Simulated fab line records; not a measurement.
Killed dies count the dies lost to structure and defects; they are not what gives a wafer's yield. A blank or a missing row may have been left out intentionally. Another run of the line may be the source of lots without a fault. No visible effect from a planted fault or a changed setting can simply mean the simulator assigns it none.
Chamber matching || flow gf180mcu || GF_V5_ETCH_16 on rie diel-02: 4 sister chambers
The step etches BARC in N2/H2. 16 wafers are shown with their chamber, then 8 later ones without.

== WAFERS, EACH WITH ITS CHAMBER ==
{"wafer": "L435.2", "chamber": 1, "drypump motor current A (A)": 5.3, "oes product au (a.u.)": 0.857, "throttle valve pct (%)": 13.235}
{"wafer": "L435.3", "chamber": 3, "drypump motor current A (A)": 6.1, "oes product au (a.u.)": 0.848, "throttle valve pct (%)": 13.213}
{"wafer": "L435.6", "chamber": 2, "drypump motor current A (A)": 5.2, "oes product au (a.u.)": 0.865, "throttle valve pct (%)": 13.225}
{"wafer": "L436.1", "chamber": 2, "drypump motor current A (A)": 5.2, "oes product au (a.u.)": 0.854, "throttle valve pct (%)": 13.235}
{"wafer": "L436.5", "chamber": 2, "drypump motor current A (A)": 5.2, "oes product au (a.u.)": 0.852, "throttle valve pct (%)": 13.227}
{"wafer": "L436.6", "chamber": 1, "drypump motor current A (A)": 5.4, "oes product au (a.u.)": 0.861, "throttle valve pct (%)": 13.222}
{"wafer": "L437.2", "chamber": 2, "drypump motor current A (A)": 5.2, "oes product au (a.u.)": 0.855, "throttle valve pct (%)": 13.232}
{"wafer": "L437.4", "chamber": 3, "drypump motor current A (A)": 6.1, "oes product au (a.u.)": 0.860, "throttle valve pct (%)": 13.232}
{"wafer": "L437.6", "chamber": 1, "drypump motor current A (A)": 5.3, "oes product au (a.u.)": 0.852, "throttle valve pct (%)": 13.242}
{"wafer": "L440.1", "chamber": 1, "drypump motor current A (A)": 5.4, "oes product au (a.u.)": 0.853, "throttle valve pct (%)": 13.227}
{"wafer": "L440.3", "chamber": 2, "drypump motor current A (A)": 5.2, "oes product au (a.u.)": 0.855, "throttle valve pct (%)": 13.209}
{"wafer": "L440.6", "chamber": 3, "drypump motor current A (A)": 6.1, "oes product au (a.u.)": 0.855, "throttle valve pct (%)": 13.225}
{"wafer": "L443.1", "chamber": 0, "drypump motor current A (A)": 5.6, "oes product au (a.u.)": 0.849, "throttle valve pct (%)": 13.232}
{"wafer": "L443.2", "chamber": 3, "drypump motor current A (A)": 6.1, "oes product au (a.u.)": 0.861, "throttle valve pct (%)": 13.204}
{"wafer": "L443.4", "chamber": 2, "drypump motor current A (A)": 5.2, "oes product au (a.u.)": 0.851, "throttle valve pct (%)": 13.225}
{"wafer": "L444.1", "chamber": 2, "drypump motor current A (A)": 5.2, "oes product au (a.u.)": 0.852, "throttle valve pct (%)": 13.231}

SIGNATURES (averages over the wafers above)
{"reading": "drypump motor current A", "chamber 0": 5.600, "chamber 1": 5.350, "chamber 2": 5.200, "chamber 3": 6.100, "scatter within a chamber": 0.0289}
{"reading": "oes product au", "chamber 0": 0.84900, "chamber 1": 0.85575, "chamber 2": 0.85486, "chamber 3": 0.85600, "scatter within a chamber": 0.00493}
{"reading": "throttle valve pct", "chamber 0": 13.23200, "chamber 1": 13.23150, "chamber 2": 13.22629, "chamber 3": 13.21850, "scatter within a chamber": 0.00971}
Rule: distance of a wafer from a chamber = root of the sum over the readings of ((wafer's reading minus chamber's mean) / reading's scatter) squared. If the next closest chamber is less than 2 further off than the closest, the wafer can't be placed; otherwise it belongs to the closest. The scatter is the square root of a quotient: the sum, over the shown wafers, of each reading's squared deviation from its chamber's mean, divided by wafers minus chambers.

== WAFERS WITH NO CHAMBER GIVEN ==
{"wafer": "L444.2", "drypump motor current A (A)": 5.4, "oes product au (a.u.)": 0.857, "throttle valve pct (%)": 13.219}
{"wafer": "L444.4", "drypump motor current A (A)": 6.1, "oes product au (a.u.)": 0.851, "throttle valve pct (%)": 13.242}
{"wafer": "L448.3", "drypump motor current A (A)": 6.1, "oes product au (a.u.)": 0.849, "throttle valve pct (%)": 13.238}
{"wafer": "L448.4", "drypump motor current A (A)": 5.6, "oes product au (a.u.)": 0.854, "throttle valve pct (%)": 13.213}
{"wafer": "L448.5", "drypump motor current A (A)": 5.4, "oes product au (a.u.)": 0.850, "throttle valve pct (%)": 13.228}
{"wafer": "L456.2", "drypump motor current A (A)": 5.6, "oes product au (a.u.)": 0.850, "throttle valve pct (%)": 13.225}
{"wafer": "L456.4", "drypump motor current A (A)": 5.2, "oes product au (a.u.)": 0.859, "throttle valve pct (%)": 13.223}
{"wafer": "L456.5", "drypump motor current A (A)": 6.1, "oes product au (a.u.)": 0.856, "throttle valve pct (%)": 13.215}

== EACH ONE'S CHAMBER ==
{"wafer": "L444.2", "from the rows above": 1, "in truth": 1}
{"wafer": "L444.4", "from the rows above": 3, "in truth": 3}
{"wafer": "L448.3", "from the rows above": 3, "in truth": 3}
{"wafer": "L448.4", "from the rows above": 0, "in truth": 0}
{"wafer": "L448.5", "from the rows above": 1, "in truth": 1}
{"wafer": "L456.2", "from the rows above": 0, "in truth": 0}
{"wafer": "L456.4", "from the rows above": 2, "in truth": 2}
{"wafer": "L456.5", "from the rows above": 3, "in truth": 3}
Correct placement for 8 of the 8. Left unplaced by these rows: 0. Wrongly placed: 0.
